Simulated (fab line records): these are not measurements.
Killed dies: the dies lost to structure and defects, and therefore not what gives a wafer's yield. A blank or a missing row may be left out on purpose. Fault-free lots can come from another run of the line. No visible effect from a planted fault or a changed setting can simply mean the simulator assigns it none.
fab line records	flow sky130
record lots=6	wafers=18	lastDay=50
route steps=708 shown PAD_OPEN@694
lots that met no fault: from a run of the same line without faults
startH: start of the lot's first displayed wafer, in hours after the record's first day	waitH: time in hours since the lot's previous step	" unchanged from the row above	L1.1+2: several wafers, shown together as one row	- either no value or no given start	* or withheld: withheld	< > ~ a bound
route shown NAME@n: a module of which the file shows steps, and the number in the route of the first	usual: average and standard deviation across the fault-free wafers	same: alike in all rows	chamber/n: place in a boat	sites: each site's reading	_std_site: their standard deviation	_edge_site: mean of outer sites minus mean of inner sites	radiusMm: how far each site lies from the wafer's centre	mask NAME#n: copy n	behind: the most recent tool/chamber to have shaped the wafer	hold: why the lot was held/for how many hours/how that ended	device: which transistor (n, p or np) failed to switch	end of line: at the end of the route, the tests of the same wafers	a step without rows: its recipe alone	killed: dies that structure and defects cost at the first sort, which is not the same as the wafer's yield	map: shows each die of a wafer: x if killed, . if not, _ if none is there
set.NAME: the setting as run; set.NAME@STEP: as run at that earlier step	model.NAME: the simulator's own value behind a step, which no gauge read
lots at some steps of the route; a table a step, a row a wafer
services: when a tool's chamber went out of use (startH, in hours from the record's first day, below 0 if earlier), for how many hours, and the reason
## steps
# step SKY_PAD_OPEN_DEHYDRATE_00
# recipe tempC=200	timeS=60
# step SKY_PAD_OPEN_HMDS_01
# recipe primeTimeS=60	primeTempC=120
# step SKY_PAD_OPEN_COAT_02
# recipe spinRpm=2000	resistThkNm=3000
# step SKY_PAD_OPEN_SOFTBAKE_03
# recipe tempC=110	timeS=withheld
# step SKY_PAD_OPEN_EXPOSE_04
# recipe maskId=PDM	targetCdNm=60000	na=0.57	doseMj=260
# step SKY_PAD_OPEN_PEB_05
# recipe tempC=115	timeS=withheld
# step SKY_PAD_OPEN_DEVELOP_06
# recipe developTimeS=60	devTempC=23
# step SKY_PAD_OPEN_ETCH_07
# recipe chemistry=CF4/O2	targetDepthNm=725	stopOn=AlCu	sourceW=800	biasW=150	pressureMtorr=150	cf4FlowSccm=80	O2_flow_sccm=10	timeS=161.1
# usual drypumpMotorCurrentA=5.7/0.58	oesProductAu=0.977/0.0072	throttleValvePct=5.964/0.01
lot.wafer	tool	chamber	startH	waitH	drypumpMotorCurrentA	oesProductAu	rfHoursCounterH	throttleValvePct
L273.1	rieDiel-04	0	1092.81	-	5.5	0.974	18	5.961
L273.5	"	3	"	"	5.1	0.970	-	5.968
L273.6	"	0	"	"	5.5	0.988	-	5.962
L276.1	rieDiel-02	3	1121.16	-	6.0	0.971	26	5.970
L276.2	"	0	"	"	5.4	0.973	25	5.951
L276.5	"	0	"	"	5.4	0.988	-	5.973
L278.3	rieDiel-03	2	1127.54	-	5.4	0.982	18	5.960
L278.5	"	0	"	"	5.0	0.984	-	5.975
L278.6	"	1	"	"	6.5	0.981	-	5.986
L280.2	rieDiel-03	2	1135.51	-	5.4	0.970	19	5.957
L280.3	"	1	"	"	6.5	0.967	18	5.954
L280.5	"	3	"	"	5.8	0.984	-	5.989
L287.2	rieDiel-03	0	1173.46	-	5.0	0.971	13	5.968
L287.4	"	2	"	"	5.4	0.985	19	5.984
L287.6	"	1	"	"	6.5	0.977	-	5.964
L291.2	rieDiel-04	0	1203.21	-	5.5	0.977	23	5.954
L291.5	"	1	"	"	5.9	0.982	-	5.968
L291.6	"	2	"	"	4.8	0.976	-	5.943
# step SKY_PAD_OPEN_STRIP_08
# recipe chemistry=O2/N2	powerW=1400	pressureMtorr=1500	platenTempC=withheld	overashFraction=0.7	o2FlowSccm=3000	n2FlowSccm=300
# usual drypumpMotorCurrentA=5.8/0.36	oesProductAu=0.663/0.0045	stripTimeToEndpointS=37.11/0.12
lot.wafer	tool	chamber	startH	waitH	drypumpMotorCurrentA	oesProductAu	rfHoursCounterH	stripTimeToEndpointS
L273.1	plasmaAsher-02	0	1092.92	0.1	5.2	0.665	37	36.91
L273.5	"	1	"	"	6.1	0.670	-	36.91
L273.6	"	0	"	"	5.2	0.667	-	36.96
L276.1	plasmaAsher-01	0	1121.27	0.1	6.5	0.660	66	36.92
L276.2	"	1	"	"	6.0	0.673	66	36.95
L276.5	"	0	"	"	6.5	0.666	-	37.03
L278.3	plasmaAsher-04	0	1127.68	0.1	5.9	0.660	-	37.18
L278.5	"	1	"	"	5.5	0.668	-	37.18
L278.6	"	0	"	"	5.8	0.659	-	37.08
L280.2	plasmaAsher-02	1	1135.62	0.1	6.1	0.671	41	37.26
L280.3	"	0	"	"	5.2	0.669	-	37.19
L280.5	"	0	"	"	5.2	0.666	-	37.26
L287.2	plasmaAsher-01	1	1173.57	0.1	6.0	0.663	69	36.98
L287.4	"	1	"	"	6.0	0.662	-	37.05
L287.6	"	0	"	"	6.5	0.666	-	37.02
L291.2	plasmaAsher-04	1	1203.32	0.1	5.5	0.669	108	37.18
L291.5	"	0	"	"	5.8	0.657	-	37.23
L291.6	"	1	"	"	5.5	0.662	-	37.38
# step SKY_PAD_OPEN_STRIP_09
# recipe chemistry=postEtchResidueRemover	timeS=1200	tempC=72.5
# step SKY_PAD_OPEN_CLEAN_10
# recipe chemistry=IPA	timeS=180	tempC=25
# step SKY_PAD_OPEN_CLEAN_11
# recipe chemistry=O3/DIW	dry=n2Spin
# step SKY_PAD_OPEN_ANNEAL_12
# recipe tempC=400	timeS=withheld	ambient=N2/H2	idleTempC=300	rampUpCPerMin=8	rampDownCPerMin=4
# usual rampDownCPerMin=4.0000/0.00074	rampUpCPerMin=8.0000/0.0012	spikeTcBottomC=423/3.4	zonePowerLowerPct=4.19/0.2	zonePowerUpperPct=4.0/0.41
lot.wafer	tool	chamber	startH	waitH	rampDownCPerMin	rampUpCPerMin	spikeTcBottomC	zonePowerLowerPct	zonePowerUpperPct
L273.1	furnace-02	0	1093.92	0.4	3.9984	8.0000	419	4.43	4.4
L273.5	"	0	"	"	4.0006	7.9990	418	4.33	4.4
L273.6	"	0	"	"	4.0001	8.0012	419	4.44	4.4
L276.1	furnace-02	-	1121.86	0.0	-	-	-	-	-
L276.2	"	-	"	"	-	-	-	-	-
L276.5	"	-	"	"	-	-	-	-	-
L278.3	furnace-01	-	1128.28	0.0	-	-	-	-	-
L278.5	"	-	"	"	-	-	-	-	-
L278.6	"	-	"	"	-	-	-	-	-
L280.2	furnace-02	0	1136.21	0.0	4.0010	7.9993	421	4.45	4.5
L280.3	"	0	"	"	3.9989	7.9982	420	4.45	4.4
L280.5	"	0	"	"	3.9996	7.9997	420	4.37	4.4
L287.2	furnace-01	0	1174.18	0.0	4.0003	7.9999	426	3.95	3.6
L287.4	"	0	"	"	3.9998	7.9995	425	3.98	3.6
L287.6	"	0	"	"	3.9994	7.9997	426	4.02	3.6
L291.2	furnace-01	0	1203.91	0.0	3.9997	8.0000	425	3.98	3.5
L291.5	"	0	"	"	4.0010	8.0013	427	3.97	3.6
L291.6	"	0	"	"	3.9997	8.0018	426	3.98	3.6
# step SKY_PAD_OPEN_BOW_MEAS_13
# recipe mode=bow
# usual PAD_OPEN_BOW=49/7.7
lot.wafer	tool	chamber	startH	waitH	PAD_OPEN_BOW[um]
L273.1	filmMetro-04	-	1095.42	-	50
L273.5	"	-	"	"	45
L273.6	"	-	"	"	49
L276.1	filmMetro-03	-	1123.36	-	105
L276.2	"	-	"	"	112
L276.5	"	-	"	"	104
L278.3	filmMetro-01	-	1129.82	-	101
L278.5	"	-	"	"	94
L278.6	"	-	"	"	101
L280.2	filmMetro-01	-	1137.73	-	51
L280.3	"	-	"	"	49
L280.5	"	-	"	"	50
L287.2	filmMetro-01	-	1175.70	-	46
L287.4	"	-	"	"	52
L287.6	"	-	"	"	47
L291.2	filmMetro-03	-	1205.43	-	45
L291.5	"	-	"	"	47
L291.6	"	-	"	"	32
# step SKY_PAD_OPEN_PROBE_99
# usual defectLimitedYield=82.6/2.1	killed_at_M0_to_M3=44/7.5	killed_at_M4_up=3.1/1.7	killedAtContacts=24/6.2	killedAtFrontEnd=15/4.2	killedAtOther=0.4/0.58	killedDies=85/10	killedOpen=47/7.7	killedShort=38/6.4	sort_bin_3_pad_short=0.8/0.41	sort_bin_5_function=10.3/1.7	sort_bin_6_memory=6.2/1.1	sortNPass=407/10	sortYieldPct=82.6/2.1
# same grossDies=492	killedAtBackSide=0	sort_bin_4_leakage[%]=0	sort_bin_8_speed[%]=0
lot.wafer	tool	chamber	startH	waitH	defectLimitedYield[%]	killed_at_M0_to_M3	killed_at_M4_up	killedAtContacts	killedAtFrontEnd	killedAtOther	killedDies	killedOpen	killedShort	sort_bin_3_pad_short[%]	sort_bin_5_function[%]	sort_bin_6_memory[%]	sortNPass	sortYieldPct[%]	model.etest.resXhighPo.lineOhmUm	model.etest.nfet_16v.rOnOhmUm	model.etest.pfet_16v.rOnOhmUm	model.etest.resXhighPo.rsOhmSq	model.etest.pfetG5v0d10v5.rOnOhmUm	model.etest.pfet_01v8.rOnOhmUm	model.etest.nfetG5v0d10v5.rOnOhmUm	model.etest.nfet_01v8.rOnOhmUm
L273.1	prober-01	-	1095.54	0.1	81.1	61	2	16	13	1	93	38	55	1.0	11.4	6.5	399	81.1	5772	1.382e+04	1.486e+04	1996	4645	2917	1828	846
L273.5	prober-01	-	1095.74	0.2	81.7	54	4	16	16	0	90	56	34	0.4	11.4	6.5	402	81.7	5982	1.394e+04	1.482e+04	2047	4654	2898	1830	846.8
L273.6	prober-01	-	1095.79	0.2	77.8	50	8	30	21	0	109	64	45	1.0	12.8	8.3	383	77.8	5628	1.39e+04	1.485e+04	2002	4694	2945	1827	847.7
L276.1	prober-01	-	1123.48	0.1	81.7	51	1	19	19	0	90	49	39	0.8	11.0	6.5	402	81.7	6353	1.456e+04	1.559e+04	2245	5088	3176	2019	914.9
L276.2	prober-01	-	1123.53	0.1	83.5	39	2	19	20	1	81	45	35	0.8	8.5	7.1	411	83.5	6488	1.447e+04	1.56e+04	2303	5006	3086	1968	876
L276.5	prober-01	-	1123.68	0.2	80.5	56	2	20	18	0	96	52	43	1.8	10.6	7.1	396	80.5	6406	1.438e+04	1.562e+04	2272	5064	3154	2016	921
L278.3	prober-02	-	1130.00	0.2	80.5	48	5	30	13	0	96	53	43	1.0	11.2	7.3	396	80.5	7222	1.452e+04	1.598e+04	2506	5042	3047	1984	902.3
L278.5	prober-02	-	1130.10	0.2	83.1	39	5	25	14	0	83	51	31	0.8	8.3	7.7	409	83.1	7435	1.43e+04	1.615e+04	2524	4963	3079	1992	895.7
L278.6	prober-02	-	1130.15	0.2	82.5	41	6	26	11	2	86	44	42	0.8	9.1	7.5	406	82.5	7125	1.449e+04	1.615e+04	2494	4990	3058	1982	904.9
L280.2	prober-01	-	1137.88	0.1	81.1	41	2	36	13	1	93	56	37	0.6	11.2	7.1	399	81.1	5795	1.384e+04	1.492e+04	2015	4555	2807	1804	808.9
L280.3	prober-01	-	1137.93	0.2	76.8	46	4	39	25	0	114	60	54	1.0	13.6	8.5	378	76.8	5651	1.395e+04	1.481e+04	1975	4605	2815	1813	806.6
L280.5	prober-01	-	1138.03	0.2	81.3	32	5	38	16	1	92	50	42	0.8	11.0	6.9	400	81.3	5764	1.385e+04	1.466e+04	2024	4575	2789	1802	809.2
L287.2	prober-01	-	1175.85	0.1	81.9	46	3	28	12	0	89	49	40	1.0	10.0	7.1	403	81.9	5878	1.343e+04	1.516e+04	2074	4613	2875	1826	834.4
L287.4	prober-01	-	1175.95	0.2	83.9	44	5	16	13	1	79	45	33	0.4	9.1	6.5	413	83.9	5945	1.342e+04	1.52e+04	2086	4609	2849	1814	836.5
L287.6	prober-01	-	1176.05	0.2	84.3	44	2	19	12	0	77	40	37	0.6	9.6	5.5	415	84.3	5842	1.326e+04	1.511e+04	2000	4559	2808	1772	815.7
L291.2	prober-01	-	1205.58	0.1	83.7	36	3	26	15	0	80	39	41	0.4	11.2	4.7	412	83.7	5395	1.379e+04	1.51e+04	1891	4554	2888	1816	811.7
L291.5	prober-01	-	1205.73	0.2	83.3	40	2	18	22	0	82	44	38	0.6	10.4	5.7	410	83.3	5581	1.364e+04	1.516e+04	1901	4616	2858	1825	828.1
L291.6	prober-01	-	1205.78	0.2	81.7	47	0	27	16	0	90	58	31	0.8	9.8	7.7	402	81.7	5429	1.357e+04	1.475e+04	1897	4588	2903	1801	839
# killed by level:class
L273.1 VIA1:geometricParticle:open=14 METAL1:geometricParticle:short=10 METAL2:geometricParticle:short=8 VIA1:geometricParticle:short=8 VIA3:geometricParticle:short=7 POLY_GATE:geometricParticle:short=6 LI_CONTACT:geometricParticle:short=5 VIA2:geometricParticle:open=5
L273.5 VIA1:geometricParticle:open=17 VIA1:geometricParticle:short=9 CONTACT:geometricParticle:open=8 VIA2:geometricParticle:open=8 POLY_GATE:geometricParticle:short=5 POLY_GATE:geometricParticle:open=5 METAL1:geometricParticle:short=4 METAL2:geometricParticle:short=4
L273.6 VIA1:geometricParticle:open=16 CONTACT:geometricParticle:open=9 LI_CONTACT:geometricParticle:open=8 VIA3:geometricParticle:open=8 CONTACT:geometricParticle:short=7 METAL2:geometricParticle:short=6 POLY_GATE:geometricParticle:short=6 VIA2:geometricParticle:open=6
L276.1 VIA1:geometricParticle:open=15 METAL2:geometricParticle:short=12 LI_CONTACT:geometricParticle:open=9 CONTACT:geometricParticle:open=8 POLY_GATE:geometricParticle:short=6 VIA2:geometricParticle:open=6 SPACER:geometricParticle:short=4 METAL1:geometricParticle:open=4
L276.2 VIA1:geometricParticle:open=8 VIA2:geometricParticle:open=7 POLY_GATE:geometricParticle:open=5 CONTACT:geometricParticle:open=5 METAL1:geometricParticle:short=5 VIA1:geometricParticle:short=5 FIELD_ISO:geometricParticle:open=4 POLY_GATE:geometricParticle:short=4
L276.5 VIA1:geometricParticle:open=13 VIA1:geometricParticle:short=11 POLY_GATE:geometricParticle:open=7 VIA3:geometricParticle:open=7 LI_CONTACT:geometricParticle:open=6 METAL2:geometricParticle:short=6 VIA2:geometricParticle:open=6 LOCAL_INTERCONNECT:geometricParticle:short=5
L278.3 VIA1:geometricParticle:open=15 CONTACT:geometricParticle:open=14 LOCAL_INTERCONNECT:geometricParticle:short=8 METAL1:geometricParticle:short=8 VIA3:geometricParticle:open=8 VIA1:geometricParticle:short=6 METAL4:geometricParticle:short=5 POLY_GATE:geometricParticle:open=4
L278.5 VIA1:geometricParticle:open=10 LI_CONTACT:geometricParticle:open=8 CONTACT:geometricParticle:open=7 CONTACT:geometricParticle:short=5 VIA3:geometricParticle:short=5 VIA2:geometricParticle:open=5 VIA3:geometricParticle:open=5 VIA1:geometricParticle:short=4
L278.6 VIA1:geometricParticle:open=11 CONTACT:geometricParticle:open=9 LOCAL_INTERCONNECT:geometricParticle:short=6 CONTACT:geometricParticle:short=6 METAL2:geometricParticle:short=6 VIA2:geometricParticle:short=5 VIA3:geometricParticle:open=4 POLY_GATE:geometricParticle:open=3
L280.2 CONTACT:geometricParticle:open=14 VIA1:geometricParticle:open=10 LI_CONTACT:geometricParticle:open=10 VIA1:geometricParticle:short=7 VIA3:geometricParticle:open=6 LI_CONTACT:geometricParticle:short=5 METAL2:geometricParticle:short=4 POLY_GATE:geometricParticle:open=4
L280.3 CONTACT:geometricParticle:open=11 FIELD_ISO:geometricParticle:short=10 LI_CONTACT:geometricParticle:open=10 CONTACT:geometricParticle:short=9 METAL1:geometricParticle:short=8 VIA3:geometricParticle:open=8 VIA1:geometricParticle:open=7 VIA2:geometricParticle:open=7
L280.5 LI_CONTACT:geometricParticle:open=11 CONTACT:geometricParticle:open=10 VIA1:geometricParticle:open=8 CONTACT:geometricParticle:short=5 METAL4:geometricParticle:short=5 FIELD_ISO:geometricParticle:open=4 POLY_GATE:geometricParticle:open=4 LI_CONTACT:geometricParticle:short=4
L287.2 LI_CONTACT:geometricParticle:open=11 VIA1:geometricParticle:open=9 CONTACT:geometricParticle:short=8 METAL1:geometricParticle:short=8 VIA2:geometricParticle:open=8 CONTACT:geometricParticle:open=6 VIA3:geometricParticle:open=6 POLY_GATE:geometricParticle:short=4
L287.4 VIA1:geometricParticle:open=13 METAL1:geometricParticle:short=9 CONTACT:geometricParticle:open=6 VIA3:geometricParticle:open=6 VIA2:geometricParticle:open=5 CONTACT:geometricParticle:short=5 METAL2:geometricParticle:short=5 LI_CONTACT:geometricParticle:short=4
L287.6 VIA1:geometricParticle:open=12 CONTACT:geometricParticle:open=7 VIA1:geometricParticle:short=7 LI_CONTACT:geometricParticle:open=5 VIA2:geometricParticle:short=4 VIA2:geometricParticle:open=4 VIA3:geometricParticle:open=4 FIELD_ISO:geometricParticle:open=3
L291.2 CONTACT:geometricParticle:open=8 VIA1:geometricParticle:open=7 LOCAL_INTERCONNECT:geometricParticle:short=6 VIA3:geometricParticle:open=6 FIELD_ISO:geometricParticle:short=5 CONTACT:geometricParticle:short=5 VIA1:geometricParticle:short=5 METAL2:geometricParticle:short=5
L291.5 VIA1:geometricParticle:open=11 VIA3:geometricParticle:open=8 POLY_GATE:geometricParticle:short=7 CONTACT:geometricParticle:open=7 FIELD_ISO:geometricParticle:short=5 METAL2:geometricParticle:short=5 LI_CONTACT:geometricParticle:open=4 METAL1:geometricParticle:short=4
L291.6 VIA1:geometricParticle:open=17 VIA2:geometricParticle:open=11 CONTACT:geometricParticle:open=10 VIA3:geometricParticle:open=6 FIELD_ISO:geometricParticle:open=5 LI_CONTACT:geometricParticle:open=5 CONTACT:geometricParticle:short=5 METAL1:geometricParticle:short=5
## services
tool	chamber	startH	hours	kind
plasmaAsher-02	-	1075.28	0.8	repair
furnace-02	-	1079.89	3.3	pm
furnace-01	-	1105.60	3.3	pm
plasmaAsher-04	-	1121.70	2.8	pm
plasmaAsher-02	-	1127.48	2.8	pm
furnace-01	-	1134.97	4.2	pm
plasmaAsher-01	-	1138.92	15.6	pm
rieDiel-03	-	1142.78	0.7	repair
furnace-02	-	1147.30	3.2	pm
rieDiel-03	-	1156.63	14.6	pm
plasmaAsher-02	-	1184.53	3.5	repair
plasmaAsher-01	-	1188.07	2.8	pm
## key
firstSign step=SKY_PAD_OPEN_ANNEAL_12	reading=toolRecord	direction=missing
effect step=SKY_PAD_OPEN_BOW_MEAS_13	reading=PAD_OPEN_BOW	direction=up	sigmas=7	usual=49	struck=103
modelEffect step=SKY_PAD_OPEN_PROBE_99	value=etest.resXhighPo.lineOhmUm	without=5595	struck=6838
metAt SKY_PAD_OPEN_ANNEAL_12
struckWafers L276.1,L276.2,L276.5,L278.3,L278.5,L278.6
onsetBetween 1093.92 1121.86
fault kind=skippedStepWhole	tool=furnace-01,furnace-02	chamber=-	onsetH=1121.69	steps=SKY_PAD_OPEN_ANNEAL_12	scope=struckLotsOnly
